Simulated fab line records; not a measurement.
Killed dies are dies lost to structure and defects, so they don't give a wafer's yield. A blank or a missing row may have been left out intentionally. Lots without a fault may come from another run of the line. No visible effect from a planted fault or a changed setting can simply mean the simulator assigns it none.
Which of the tools did it? | flow sky130 | 12 lots, 36 wafers sampled, at 6 steps of a route of 708

== WHAT EACH GAUGE READ, for each wafer ==
SKY_POLY_CUT_OVL_MEAS_09.
lot  | measured     | on         | POLY_CUT_OVL (nm)
L604 | day 24 01:43 | overlay-02 | 5 6 7
L606 | day 24 23:06 | overlay-01 | -1 1 -4
L607 | day 25 04:33 | overlay-02 | 8 2 -1
L608 | day 25 23:20 | overlay-02 | 3 -2 5
L609 | day 26 03:54 | overlay-02 | 0 0 0
L616 | day 28 15:09 | overlay-01 | 7 7 8
L617 | day 29 01:48 | overlay-01 | 1 -3 -10
L621 | day 30 22:07 | overlay-02 | 3 8 7
L623 | day 31 06:52 | overlay-01 | 7 4 1
L625 | day 31 15:30 | overlay-02 | 3 8 6
L626 | day 31 21:35 | overlay-02 | -4 3 1
L627 | day 32 00:54 | overlay-02 | -5 1 -10

SKY_RES_XHIGH_TW_MEAS_09.
lot  | measured     | on            | RES_XHIGH_TW
L604 | day 26 13:21 | film-metro-02 | 1611 1613 1610
L606 | day 27 09:52 | film-metro-02 | 1623 1630 1620
L607 | day 27 14:47 | film-metro-03 | 1644 1636 1637
L608 | day 28 10:35 | film-metro-03 | 1634 1642 1639
L609 | day 28 14:11 | film-metro-02 | 1620 1615 1615
L616 | day 30 23:11 | film-metro-04 | 1631 1629 1628
L617 | day 31 09:56 | film-metro-03 | 1650 1641 1650
L621 | day 33 05:16 | film-metro-03 | 1645 1654 1659
L623 | day 33 12:58 | film-metro-02 | 1611 1621 1614
L625 | day 33 21:13 | film-metro-03 | 1656 1654 1649
L626 | day 34 03:55 | film-metro-03 | 1650 1640 1662
L627 | day 34 07:07 | film-metro-04 | 1616 1624 1621

SKY_SD_N_RS_MEAS_16: uses a four-point probe to measure.
lot  | measured     | on            | SD_N_RS (ohm/sq)
L604 | day 27 19:31 | film-metro-02 | 63.55 63.70 63.58
L606 | day 28 15:31 | film-metro-02 | 68.72 68.60 68.77
L607 | day 28 20:26 | film-metro-04 | 63.83 63.72 63.65
L608 | day 29 15:29 | film-metro-03 | 68.53 68.58 68.48
L609 | day 29 18:49 | film-metro-04 | 63.84 63.96 63.84
L616 | day 32 03:10 | film-metro-04 | 68.59 68.55 68.58
L617 | day 32 13:06 | film-metro-02 | 68.57 68.60 68.57
L621 | day 34 08:50 | film-metro-02 | 68.41 68.43 68.63
L623 | day 34 15:47 | film-metro-02 | 68.52 68.52 68.57
L625 | day 35 00:26 | film-metro-04 | 68.76 68.56 68.43
L626 | day 35 05:44 | film-metro-04 | 68.62 68.53 68.60
L627 | day 35 10:32 | film-metro-02 | 68.55 68.54 68.60

== WHAT TOOL EACH LOT RAN ON (gives the tool, then ch and the chambers of the sampled wafers, and finally the start) ==
lot  | SKY_POLY_CUT_ETCH_11               | SKY_SD_N_IMPLANT_09             | SKY_SD_N_STRIP_11
L604 | rie-diel-02 ch 0,3, day 24 01:47   | implanter-04 ch 0, day 27 18:31 | plasma-asher-01 ch 0,1, day 27 19:08
L606 | rie-diel-03 ch 1,2,3, day 24 23:11 | implanter-04 ch 0, day 28 14:50 | plasma-asher-04 ch 0,1, day 28 15:08
L607 | rie-diel-02 ch 1,2,3, day 25 04:37 | implanter-03 ch 0, day 28 19:26 | plasma-asher-01 ch 0,1, day 28 20:02
L608 | rie-diel-02 ch 0,2,3, day 25 23:25 | implanter-01 ch 0, day 29 14:49 | plasma-asher-01 ch 0,1, day 29 15:07
L609 | rie-diel-01 ch 0,2,3, day 26 03:58 | implanter-03 ch 0, day 29 17:46 | plasma-asher-04 ch 0,1, day 29 18:22
L616 | rie-diel-03 ch 2,3, day 28 15:13   | implanter-03 ch 0, day 32 02:29 | plasma-asher-03 ch 0,1, day 32 02:46
L617 | rie-diel-01 ch 1,3, day 29 01:53   | implanter-01 ch 0, day 32 12:23 | plasma-asher-04 ch 0, day 32 12:40
L621 | rie-diel-03 ch 0,3, day 30 22:11   | implanter-03 ch 0, day 34 08:06 | plasma-asher-04 ch 0,1, day 34 08:23
L623 | rie-diel-03 ch 1,2,3, day 31 06:56 | implanter-01 ch 0, day 34 15:04 | plasma-asher-04 ch 0,1, day 34 15:22
L625 | rie-diel-02 ch 0,2,3, day 31 15:35 | implanter-03 ch 0, day 34 23:46 | plasma-asher-03 ch 0,1, day 35 00:04
L626 | rie-diel-03 ch 0,2,3, day 31 21:40 | implanter-03 ch 0, day 35 05:02 | plasma-asher-03 ch 0,1, day 35 05:20
L627 | rie-diel-02 ch 0,2,3, day 32 00:58 | implanter-04 ch 0, day 35 09:50 | plasma-asher-03 ch 0,1, day 35 10:07
- SKY_POLY_CUT_ETCH_11: etches Si3N4 in CF4/CH2F2/Ar, stops on poly-Si, time 42.5 s, target depth 60 nm.
- SKY_SD_N_IMPLANT_09
- SKY_SD_N_STRIP_11: strips in O2/N2.

== WHAT THE TOOLS THEMSELVES READ (means of the sampled wafers that have a number; where no wafer has one, the mark that the record gives instead) ==
SKY_POLY_CUT_ETCH_11.
lot  | tool        | drypump-motor-current-A (A) | oes-product-au (a.u.) | throttle-valve-pct (%)
L604 | rie-diel-02 | 5.32                        | 0.831                 | 14.998
L606 | rie-diel-03 | 5.47                        | 0.829                 | 14.987
L607 | rie-diel-02 | 5.52                        | 0.829                 | 14.985
L608 | rie-diel-02 | 5.59                        | 0.824                 | 14.988
L609 | rie-diel-01 | 5.72                        | 0.831                 | 14.989
L616 | rie-diel-03 | 5.55                        | 0.824                 | 15.001
L617 | rie-diel-01 | 5.66                        | 0.835                 | 14.997
L621 | rie-diel-03 | 5.69                        | 0.828                 | 14.993
L623 | rie-diel-03 | 5.48                        | 0.827                 | 14.994
L625 | rie-diel-02 | 5.59                        | 0.830                 | 14.985
L626 | rie-diel-03 | 5.61                        | 0.826                 | 15.002
L627 | rie-diel-02 | 5.56                        | 0.841                 | 14.991

SKY_SD_N_STRIP_11.
lot  | tool            | drypump-motor-current-A (A) | n2-flow-sccm (sccm) | oes-product-au (a.u.) | strip-time-to-endpoint-s (s)
L604 | plasma-asher-01 | 5.3                         | 300.1               | 0.511                 | 23.80
L606 | plasma-asher-04 | 5.8                         | 299.6               | 0.530                 | 22.56
L607 | plasma-asher-01 | 5.5                         | 299.1               | 0.507                 | 23.80
L608 | plasma-asher-01 | 5.5                         | 300.5               | 0.532                 | 22.52
L609 | plasma-asher-04 | 5.8                         | 300.8               | 0.515                 | 23.80
L616 | plasma-asher-03 | 6.0                         | 300.3               | 0.522                 | 22.56
L617 | plasma-asher-04 | 5.7                         | 299.8               | 0.527                 | 22.56
L621 | plasma-asher-04 | 5.8                         | 300.5               | 0.524                 | 22.59
L623 | plasma-asher-04 | 5.8                         | 299.7               | 0.529                 | 22.54
L625 | plasma-asher-03 | 6.3                         | 300.5               | 0.526                 | 22.58
L626 | plasma-asher-03 | 6.0                         | 300.3               | 0.525                 | 22.51
L627 | plasma-asher-03 | 6.0                         | 301.6               | 0.530                 | 22.50

== THE ANSWER, worked out from the rows above alone ==
Rule: what is usual is taken from the lots themselves. Put in order of their means at a reading, lots are off if they are a third of the lots or fewer, leave a main group of 4 or more, and stand apart from it by a gap of 3 or more times the standard deviation of the main group's means; of several such gaps the widest counts. If all means in a main group match to the digits the tables above print for the reading, that group is not used. Also off: a lot with no number at a reading for which 4 or more lots have one. Where the step has rows for the other lots, those lots are counted as sound. Order of review: gauges by route order, followed by the tools' own readings, for which a lot's mean as printed above is used. The first step at which some lot is off is used, and at that step the reading that is off furthest; a lot without a number counts as furthest.
Off: at SKY_SD_N_RS_MEAS_16 (SD_N_RS), L604, L607, L609. Mean 68.57 ohm/sq and standard deviation 0.053 in the main group.
A tool fits if, at a process step before that reading, it ran every lot that is off, and no sound lot after the first of them. The gauges at SKY_SD_N_RS_MEAS_16 aren't tried: what is off there is off at SKY_SD_N_STRIP_11 too, on other tools, and a gauge's error can't cause that. None of those tried fits.

== WHAT WAS PUT IN BY THE SIMULATOR ==
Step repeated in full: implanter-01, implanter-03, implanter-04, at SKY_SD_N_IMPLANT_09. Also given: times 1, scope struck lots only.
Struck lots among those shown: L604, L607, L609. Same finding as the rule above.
